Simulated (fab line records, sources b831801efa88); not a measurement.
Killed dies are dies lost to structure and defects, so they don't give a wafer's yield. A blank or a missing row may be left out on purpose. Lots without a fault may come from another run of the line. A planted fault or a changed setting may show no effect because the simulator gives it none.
Which tool did it? | flow gf180mcu | 13 lots, 39 wafers sampled, at 2 steps of a route of 602

WHAT THE GAUGES READ, wafer by wafer
GF_TOP_METAL_CD_MEAS_14: target cd 440 nm.
lot  | measured     | on        | cd_nm (nm)
L473 | day 27 21:34 | cd_sem-01 | 434.2 432.1 435.0
L477 | day 29 07:21 | cd_sem-01 | 436.1 433.4 434.8
L479 | day 30 10:27 | cd_sem-02 | 438.1 436.3 438.0
L481 | day 30 18:31 | cd_sem-02 | 437.5 436.7 437.8
L483 | day 31 11:10 | cd_sem-01 | 440.8 439.1 440.5
L484 | day 31 14:05 | cd_sem-02 | 441.2 440.1 442.2
L485 | day 31 21:23 | cd_sem-01 | 433.9 437.9 437.3
L486 | day 32 01:13 | cd_sem-01 | 442.5 442.0 444.2
L487 | day 32 03:02 | cd_sem-01 | 441.2 443.0 441.2
L488 | day 32 14:56 | cd_sem-02 | 442.1 439.7 441.7
L492 | day 33 09:47 | cd_sem-02 | 440.1 440.7 442.8
L494 | day 33 17:49 | cd_sem-02 | 442.4 442.3 443.1
L495 | day 34 00:16 | cd_sem-02 | 437.0 440.7 438.3

GF_PASSIVATION_THK_MEAS_01.
lot  | measured     | on            | PASSIVATION_CVD_00_THK (nm)
L473 | day 27 22:29 | film_metro-03 | 1011 1012 1010
L477 | day 29 08:18 | film_metro-04 | 979 991 1001
L479 | day 30 11:34 | film_metro-03 | 1004 991 1014
L481 | day 30 19:28 | film_metro-03 | 985 987 1006
L483 | day 31 12:06 | film_metro-01 | 990 1020 1036
L484 | day 31 15:01 | film_metro-03 | 1008 1025 1005
L485 | day 31 22:20 | film_metro-04 | 987 1004 1035
L486 | day 32 02:08 | film_metro-01 | 1006 1011 1013
L487 | day 32 03:59 | film_metro-04 | 1015 976 998
L488 | day 32 15:56 | film_metro-03 | 971 1023 992
L492 | day 33 10:44 | film_metro-04 | 1012 1005 1021
L494 | day 33 18:47 | film_metro-01 | 979 993 1026
L495 | day 34 01:15 | film_metro-01 | 975 982 1026

WHICH TOOL RAN EACH LOT (tool, then ch and the chambers of the sampled wafers, then the start)
The record holds no process step before these readings.

WHAT THE TOOLS THEMSELVES READ (means of the sampled wafers that have a number; where no wafer has one, the mark that the record gives instead)
The record holds no such reading with a usual standard deviation.

THE ANSWER, worked out from the rows above alone
Rule: what is usual is taken from the lots themselves. Put in order of their means at a reading, lots are off if they are a third of the lots or fewer, leave a main group of 4 or more, and stand apart from it by a gap of 3 or more times the standard deviation of the main group's means; of several such gaps the widest counts. A main group whose means are all the same, to the digits that the tables above print for the reading, isn't used. A lot without any number at a reading at which 4 lots or more have one is off too. The other lots that the step has rows for count as sound. The gauges are gone through in route order, then the tools' own readings, and for those a lot's mean is taken as printed above. The first step at which some lot is off is used, and at that step the reading that is off furthest; a lot without a number counts as furthest.
No lot is off at any reading shown: from this, nothing can be told.

WHAT THE SIMULATOR HAD PUT IN
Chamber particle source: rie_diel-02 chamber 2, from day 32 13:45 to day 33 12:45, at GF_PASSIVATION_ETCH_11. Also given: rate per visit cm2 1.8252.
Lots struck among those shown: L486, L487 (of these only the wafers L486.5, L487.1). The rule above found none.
